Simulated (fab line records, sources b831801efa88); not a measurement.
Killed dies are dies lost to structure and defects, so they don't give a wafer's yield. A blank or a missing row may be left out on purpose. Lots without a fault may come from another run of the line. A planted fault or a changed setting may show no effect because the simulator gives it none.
fab line records | flow sky130
record lots=14 wafers=42 last_day=50
route steps=708 shown VIA2@521 METAL4@635 METAL5@666 PAD_OPEN@698
lots that met no fault: from a run of the same line without faults
start_h: hours from the record's first day to the start of the lot's first wafer shown | wait_h: hours since the lot's step before | " the same as in the row above | L1.1+2: a row that stands for several wafers | - no value, or no start given | * or withheld: withheld | < > ~ a bound
route shown NAME@n: a module of which the file shows steps, and the number in the route of the first | usual: mean/standard deviation of fault-free wafers | same: alike in all rows | chamber/n: place in a boat | sites: the reading at each site | _std_site: their standard deviation | _edge_site: outer sites' mean less inner sites' | radius_mm: how far each site lies from the wafer's centre | mask NAME#n: copy n | behind: the tool/chamber that last shaped the wafer | hold: why the lot was held/for how many hours/how that ended | device: the transistor (n, p or np) that didn't switch | end of line: the same wafers' tests at the end of the route | a step without rows: its recipe alone | killed: dies lost to structure and defects at the first sort, not the wafer's yield | map: a wafer's dies, x killed, . not, _ none there
set.NAME: the setting as run; set.NAME@STEP: as run at that earlier step | model.NAME: the simulator's own value behind a step, which no gauge read
steps of the route over a sample of lots; a table a step, a row a wafer
services: from which hour (start_h, from the record's first day; less than 0 if before it) a tool's chamber was out of use, for how many hours, and why
## steps
# step SKY_VIA2_ETCH_14
# recipe chemistry=N2/H2 target=BARC ion_energy_ev=200 source_w=500 bias_w=100 pressure_mtorr=30 n2_flow_sccm=100 h2_flow_sccm=200 stop_on=SiO2 time_s=45.9 target_depth_a=600
# usual bias_w=100.0/0.3 drypump_motor_current_A=5.5/0.52 h2_flow_sccm=200.0/0.53 oes_product_au=0.854/0.0046 throttle_valve_pct=13.223/0.0093
# columns lot.wafer tool chamber start_h wait_h bias_w drypump_motor_current_A h2_flow_sccm oes_product_au rf_hours_counter_h throttle_valve_pct
L695.3 rie_diel-01 2 849.38 0.0 100.3 5.0 199.0 0.855 19 13.214
L695.5 " 2 " " 100.1 5.0 199.0 0.858 - 13.236
L695.6 " 3 " " 100.1 6.2 199.0 0.854 - 13.231
L699.1 rie_diel-04 3 897.78 0.0 100.2 5.3 200.1 0.848 4 13.234
L699.2 " 1 " " 100.5 5.3 199.5 0.856 5 13.220
L699.4 " 2 " " 100.2 4.8 200.1 0.852 3 13.233
L698.1 rie_diel-04 1 903.21 0.0 99.1 5.3 199.3 0.854 5 13.221
L698.4 " 3 " " 100.3 5.3 200.3 0.846 4 13.210
L698.6 " 1 " " 99.3 5.3 199.0 0.845 - 13.226
L697.2 rie_diel-01 0 904.16 0.0 100.2 5.6 199.9 0.851 2 13.199
L697.3 " 1 " " 100.7 5.1 198.9 0.850 8 13.248
L697.6 " 1 " " 100.4 5.1 198.7 0.860 - 13.205
L703.4 rie_diel-03 2 942.21 0.0 100.1 6.1 199.3 0.853 - 13.228
L703.5 " 1 " " 100.2 5.7 200.7 0.859 - 13.224
L703.6 " 0 " " 100.1 6.6 199.8 0.852 - 13.226
L704.4 rie_diel-04 0 942.96 0.0 99.3 5.7 200.3 0.862 17 13.223
L704.5 " 3 " " 100.1 5.3 199.9 0.859 - 13.227
L704.6 " 0 " " 100.2 5.7 200.4 0.849 - 13.235
L706.3 rie_diel-03 1 943.26 0.0 100.2 5.7 200.2 0.859 19 13.234
L706.4 " 1 " " 100.3 5.7 199.6 0.857 - 13.237
L706.5 " 2 " " 99.7 6.0 200.1 0.853 - 13.227
L707.1 rie_diel-04 1 946.83 0.0 99.9 5.3 200.9 0.863 6 13.223
L707.3 " 3 " " 100.5 5.3 200.0 0.865 5 13.218
L707.5 " 1 " " 100.1 5.3 200.1 0.854 - 13.216
L709.2 rie_diel-01 2 950.71 0.0 100.0 5.0 199.5 0.852 22 13.222
L709.4 " 0 " " 99.8 5.6 200.2 0.853 3 13.215
L709.6 " 3 " " 100.2 6.2 200.5 0.856 - 13.229
L708.2 rie_diel-03 2 953.98 0.0 99.6 6.0 200.8 0.851 29 13.218
L708.3 " 1 " " 99.5 5.7 199.1 0.853 20 13.243
L708.5 " 0 " " 99.9 6.6 200.2 0.863 - 13.219
L712.1 rie_diel-04 3 972.18 0.0 100.2 5.3 200.4 0.859 6 13.212
L712.4 " 1 " " 99.4 5.3 200.4 0.857 7 13.210
L712.6 " 3 " " 100.3 5.3 200.5 0.849 - 13.212
L713.2 rie_diel-03 2 989.04 0.0 99.7 6.2 199.9 0.859 30 13.214
L713.4 " 0 " " 100.0 6.5 199.2 0.850 17 13.220
L713.6 " 1 " " 100.1 5.7 199.7 0.853 - 13.220
L716.1 rie_diel-04 2 1000.96 0.0 100.1 4.8 201.3 0.857 6 13.237
L716.2 " 3 " " 99.8 5.3 199.9 0.860 7 13.222
L716.5 " 1 " " 99.9 5.3 200.3 0.857 - 13.220
L717.1 rie_diel-04 0 1003.71 0.0 100.0 5.7 199.8 0.858 19 13.222
L717.3 " 1 " " 100.0 5.3 199.2 0.860 8 13.225
L717.4 " 3 " " 100.2 5.3 200.4 0.857 7 13.225
# step SKY_METAL4_STRIP_19
# recipe chemistry=O2/N2 power_w=1400 pressure_mtorr=1500 platen_temp_c=withheld o2_flow_sccm=3000 n2_flow_sccm=300 overash_fraction=0.5
# usual drypump_motor_current_A=5.6/0.5 o2_flow_sccm=2999/9 oes_product_au=0.501/0.0068 strip_time_to_endpoint_s=6.50/0.13
# columns lot.wafer tool chamber start_h wait_h drypump_motor_current_A o2_flow_sccm oes_product_au rf_hours_counter_h strip_time_to_endpoint_s
L695.3 plasma_asher-02 0 982.97 0.1 5.0 3009 0.504 - 6.69
L695.5 " 0 " " 5.0 2999 0.501 - 6.39
L695.6 " 1 " " 5.5 3015 0.506 - 6.77
L699.1 plasma_asher-03 0 1025.04 0.1 5.8 3000 0.505 27 6.53
L699.2 " 1 " " 6.5 2993 0.503 27 6.51
L699.4 " 0 " " 5.8 2991 0.503 - 6.53
L698.1 plasma_asher-03 0 1029.80 0.1 5.8 2995 0.506 27 6.72
L698.4 " 0 " " 5.8 2996 0.507 - 6.51
L698.6 " 1 " " 6.5 2992 0.512 - 6.74
L697.2 plasma_asher-03 0 1030.50 0.1 5.8 2995 0.512 27 6.73
L697.3 " 1 " " 6.5 3015 0.511 - 6.69
L697.6 " 1 " " 6.5 3015 0.507 - 6.65
L703.4 plasma_asher-02 1 1065.32 0.1 5.5 2995 0.499 - 6.52
L703.5 " 1 " " 5.5 3003 0.497 - 6.50
L703.6 " 0 " " 5.0 2998 0.495 - 6.46
L704.4 plasma_asher-03 1 1066.62 0.1 6.5 3007 0.508 - 6.59
L704.5 " 0 " " 5.8 3002 0.500 - 6.52
L704.6 " 1 " " 6.5 2994 0.505 - 6.50
L706.3 plasma_asher-04 0 1066.74 0.1 6.2 3003 0.501 - 6.38
L706.4 " 1 " " 5.2 2998 0.507 - 6.60
L706.5 " 0 " " 6.2 3013 0.498 - 6.48
L707.1 plasma_asher-04 1 1068.44 0.1 5.2 2978 0.506 62 6.66
L707.3 " 0 " " 6.2 2983 0.505 - 6.44
L707.5 " 0 " " 6.2 2981 0.502 - 6.49
L709.2 plasma_asher-04 0 1070.19 0.1 6.1 3005 0.505 62 6.39
L709.4 " 0 " " 6.1 3006 0.497 - 6.38
L709.6 " 0 " " 6.1 3000 0.497 - 6.40
L708.2 plasma_asher-02 0 1074.44 0.1 5.0 2999 0.504 99 6.67
L708.3 " 1 " " 5.5 3008 0.501 - 6.63
L708.5 " 0 " " 5.0 3007 0.503 - 6.61
L712.1 plasma_asher-04 0 1090.69 0.1 6.2 3010 0.501 64 6.57
L712.4 " 0 " " 6.2 3018 0.500 - 6.62
L712.6 " 0 " " 6.2 3013 0.489 - 6.23
L713.2 plasma_asher-03 0 1105.82 0.1 5.8 2996 0.499 35 6.65
L713.4 " 0 " " 5.8 2999 0.496 - 6.24
L713.6 " 0 " " 5.8 3015 0.485 - 6.25
L716.1 plasma_asher-03 0 1116.07 0.1 5.8 2999 0.509 36 6.62
L716.2 " 1 " " 6.5 2990 0.492 36 6.51
L716.5 " 0 " " 5.8 2988 0.507 - 6.52
L717.1 plasma_asher-02 0 1117.69 0.2 5.0 2993 0.492 103 6.29
L717.3 " 0 " " 5.0 2992 0.504 - 6.71
L717.4 " 1 " " 5.5 3008 0.488 - 6.35
# step SKY_METAL5_RS_MEAS_05
# recipe thk_meas_gauge=four-point-probe reads=TiN_of_METAL5_SPUTTER_04+Ti_of_METAL5_SPUTTER_03+AlCu_of_METAL5_SPUTTER_02+TiN_of_METAL5_SPUTTER_01+Ti_of_METAL5_SPUTTER_00
# usual METAL5_ALCU_RS=0.0271/0.00044
# columns lot.wafer tool chamber start_h wait_h METAL5_ALCU_RS[ohm/sq]
L695.3 film_metro-04 - 1009.17 0.1 0.0270
L695.5 " - " " 0.0272
L695.6 " - " " 0.0270
L699.1 film_metro-02 - 1049.18 0.0 0.0276
L699.2 " - " " 0.0272
L699.4 " - " " 0.0273
L698.1 film_metro-02 - 1053.80 0.0 0.0273
L698.4 " - " " 0.0269
L698.6 " - " " 0.0274
L697.2 film_metro-02 - 1054.45 0.0 0.0266
L697.3 " - " " 0.0268
L697.6 " - " " 0.0266
L703.4 film_metro-02 - 1089.26 0.1 0.0272
L703.5 " - " " 0.0275
L703.6 " - " " 0.0274
L704.4 film_metro-04 - 1089.55 0.1 0.0275
L704.5 " - " " 0.0267
L704.6 " - " " 0.0268
L706.3 film_metro-04 - 1090.45 0.1 0.0281
L706.4 " - " " 0.0281
L706.5 " - " " 0.0283
L707.1 film_metro-01 - 1092.34 0.0 0.0271
L707.3 " - " " 0.0277
L707.5 " - " " 0.0272
L709.2 film_metro-02 - 1093.00 0.0 0.0275
L709.4 " - " " 0.0272
L709.6 " - " " 0.0272
L708.2 film_metro-02 - 1097.12 0.0 0.0269
L708.3 " - " " 0.0269
L708.5 " - " " 0.0267
L712.1 film_metro-04 - 1113.53 0.0 0.0274
L712.4 " - " " 0.0276
L712.6 " - " " 0.0277
L713.2 film_metro-01 - 1128.61 0.0 0.0267
L713.4 " - " " 0.0269
L713.6 " - " " 0.0264
L716.1 film_metro-04 - 1138.23 0.0 0.0263
L716.2 " - " " 0.0267
L716.5 " - " " 0.0263
L717.1 film_metro-02 - 1139.22 0.0 0.0265
L717.3 " - " " 0.0270
L717.4 " - " " 0.0262
# step SKY_PAD_OPEN_EXPOSE_04
# recipe mask_id=PDM target_cd_nm=60000 na=0.57 dose_mj=260
# usual exposure_dose_mJ_cm2=260.02/0.26 focus_offset_nm=-0.1/0.56
# columns lot.wafer tool chamber start_h wait_h mask exposure_dose_mJ_cm2 focus_offset_nm
L695.3 iline_stepper-01 0 1067.10 - PDM#0 260.19 -0.9
L695.5 " 0 " " PDM#0 259.99 -0.6
L695.6 " 0 " " PDM#0 260.05 -0.5
L699.1 iline_stepper-01 - 1103.38 - PDM#0 - -
L699.2 " - " " PDM#0 - -
L699.4 " - " " PDM#0 - -
L698.1 iline_stepper-01 - 1107.26 - PDM#0 - -
L698.4 " - " " PDM#0 - -
L698.6 " - " " PDM#0 - -
L697.2 iline_stepper-02 0 1108.35 - PDM#0 259.84 -0.4
L697.3 " 0 " " PDM#0 260.06 -0.1
L697.6 " 0 " " PDM#0 259.71 -0.6
L703.4 iline_stepper-02 0 1139.92 - PDM#0 260.40 0.1
L703.5 " 0 " " PDM#0 260.22 -0.5
L703.6 " 0 " " PDM#0 259.96 0.0
L704.4 iline_stepper-02 0 1140.32 - PDM#0 259.90 -1.0
L704.5 " 0 " " PDM#0 259.78 -0.4
L704.6 " 0 " " PDM#0 259.91 -0.5
L706.3 iline_stepper-01 0 1140.88 - PDM#0 259.56 -0.5
L706.4 " 0 " " PDM#0 260.05 -0.3
L706.5 " 0 " " PDM#0 259.83 -1.3
L707.1 iline_stepper-01 0 1141.68 - PDM#0 260.54 0.2
L707.3 " 0 " " PDM#0 260.08 -0.8
L707.5 " 0 " " PDM#0 260.30 0.7
L709.2 iline_stepper-02 0 1142.55 - PDM#0 260.09 -0.1
L709.4 " 0 " " PDM#0 260.11 0.1
L709.6 " 0 " " PDM#0 260.33 0.1
L708.2 iline_stepper-01 0 1147.40 - PDM#0 259.42 0.0
L708.3 " 0 " " PDM#0 259.81 -0.5
L708.5 " 0 " " PDM#0 259.58 0.2
L712.1 iline_stepper-02 0 1160.06 - PDM#0 260.08 -0.6
L712.4 " 0 " " PDM#0 260.48 -0.2
L712.6 " 0 " " PDM#0 260.16 0.4
L713.2 iline_stepper-01 0 1173.30 - PDM#0 259.67 -0.5
L713.4 " 0 " " PDM#0 259.92 -0.3
L713.6 " 0 " " PDM#0 260.17 0.2
L716.1 iline_stepper-01 0 1182.14 - PDM#0 260.08 -0.4
L716.2 " 0 " " PDM#0 260.02 -0.1
L716.5 " 0 " " PDM#0 260.17 -0.1
L717.1 iline_stepper-01 0 1185.07 - PDM#0 259.93 0.0
L717.3 " 0 " " PDM#0 259.99 0.9
L717.4 " 0 " " PDM#0 260.05 0.8
## services
# columns tool chamber start_h hours kind
plasma_asher-03 - 828.68 3.6 repair
iline_stepper-02 - 840.49 1.7 pm
iline_stepper-01 - 867.62 7.2 repair
plasma_asher-04 - 913.18 3.6 repair
rie_diel-03 - 921.90 1.0 repair
iline_stepper-01 - 932.31 1.7 pm
rie_diel-03 3 934.16 25.3 repair
iline_stepper-02 - 941.90 0.5 repair
plasma_asher-04 - 989.81 3.2 repair
rie_diel-04 0 993.67 7.4 repair
iline_stepper-02 - 1004.62 2.1 pm
iline_stepper-02 - 1022.84 4.4 pm
rie_diel-03 - 1032.88 2.7 repair
plasma_asher-04 - 1042.11 15.6 pm
rie_diel-03 - 1047.06 4.1 repair
iline_stepper-02 - 1058.75 1.7 pm
iline_stepper-02 - 1078.87 8.9 pm
rie_diel-03 - 1087.72 0.9 repair
rie_diel-03 - 1104.59 0.2 repair
plasma_asher-02 - 1113.72 1.1 repair
rie_diel-03 3 1128.73 3.8 repair
iline_stepper-01 - 1150.49 1.7 pm
plasma_asher-04 - 1181.53 5.8 repair
rie_diel-04 0 1183.89 8.8 repair
## key
first_sign step=SKY_PAD_OPEN_EXPOSE_04 reading=tool_record direction=missing
effect none on later readings
met_at SKY_PAD_OPEN_EXPOSE_04
struck_lots L698,L699
later_rows_left_out L698.1,L698.4,L698.6,L699.1,L699.2,L699.4
sort_left_out L698.1,L698.4,L698.6,L699.1,L699.2,L699.4
not_acting_at SKY_VIA2_ETCH_14,SKY_METAL4_STRIP_19,SKY_METAL5_RS_MEAS_05
onset_between 1067.10 1103.38
fault kind=skipped_step_whole tool=iline_stepper-01 chamber=- onset_h=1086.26 steps=SKY_PAD_OPEN_EXPOSE_04 scope=struck_lots_only
# sort_left_out: the simulated sort isn't trusted on such a fault, so these wafers' sort isn't shown, and their yield isn't known
# later_rows_left_out: the simulator's readings of these wafers behind a module that went badly wrong aren't trusted and aren't shown, but for the sort
